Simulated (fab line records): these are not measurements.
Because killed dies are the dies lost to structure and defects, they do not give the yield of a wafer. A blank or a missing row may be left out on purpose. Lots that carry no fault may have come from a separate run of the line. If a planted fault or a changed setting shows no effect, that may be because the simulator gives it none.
The same fault as seen by 2 desks -- flow sky130 -- each desk has only its own numbers; what lay behind them comes last

METROLOGY DESK
Lot by lot, what the gauges showed, no matter which tool ran the lot: averages of those sampled wafers that carry a number. If a lot's mean is further than 4 standard deviations from the usual mean, the lot is out of limits and carries the mark OUT (the distance appears in the brackets).
Columns: A = VIA3_BOW at SKY_VIA3_BOW_MEAS_03, usual 78 um; B = cd-nm at SKY_VIA3_CD_MEAS_12, usual 200.0 nm; C = VIA3_OVL at SKY_VIA3_OVL_MEAS_13, usual -3 nm
lot,first seen here,A,B,C
L432,day 41 13:07,86,199.4,-1
L433,day 41 22:36,71,204.1,-3
L435,day 42 10:14,84,200.0,-4
L436,day 42 10:58,81,199.9,-5
L440,day 43 17:50,85,199.2,-5
L444,day 44 16:34,72,200.8,-0
L446,day 45 06:26,84,200.8,-7
This desk's finding: nothing out of limits on any of the 7 lots.

TOOL OWNER'S DESK, rie-diel-04
The tool's own readings at SKY_VIA3_ETCH_14 (etches BARC in N2/H2, stops on SiO2, time 45.9 s, target depth 60 nm): means of the sampled wafers that have a number, for each lot that ran on this tool. If a lot's mean is further than 4 standard deviations from the usual mean, the lot is out of limits and carries the mark OUT (the distance appears in the brackets).
Columns: A = drypump-motor-current-A at SKY_VIA3_ETCH_14, usual 5.8 A; B = oes-product-au at SKY_VIA3_ETCH_14, usual 0.855 a.u.; C = run-length-s at SKY_VIA3_ETCH_14, usual 74.2 s; D = throttle-valve-pct at SKY_VIA3_ETCH_14, usual 13.225 %
lot,first seen here,A,B,C,D
L432,day 42 13:10,5.7,0.928 (+15) OUT,70.6 (-9.7) OUT,13.223
L433,day 42 22:51,6.1,0.919 (+13) OUT,70.3 (-11) OUT,13.231
L436,day 43 10:43,6.0,0.928 (+15) OUT,70.3 (-11) OUT,13.233
L446,day 46 03:52,5.8,0.853,74.2,13.231
This desk finds L432, L433, L436 out of limits, L432 being first, at day 42 13:10 (oes-product-au at SKY_VIA3_ETCH_14). L446 stayed within limits.

PUT TOGETHER
The tool owner's desk had the chance to raise an alarm at day 42 13:10 on L432, L433, L436.
Nothing out of limits was seen by the metrology desk.
The metrology desk has L432, L433, L436 on record, within its limits.
On rie-diel-04, each named lot ran SKY_VIA3_ETCH_14.

WHAT THE SIMULATOR PUT IN
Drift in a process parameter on rie-diel-04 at SKY_VIA3_ETCH_14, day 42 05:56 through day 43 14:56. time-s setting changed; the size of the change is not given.
Lots struck among those shown: L432, L433, L436.
How many hours passed from the start of the fault until each desk's first out-of-limits reading: the tool owner's desk, 7.
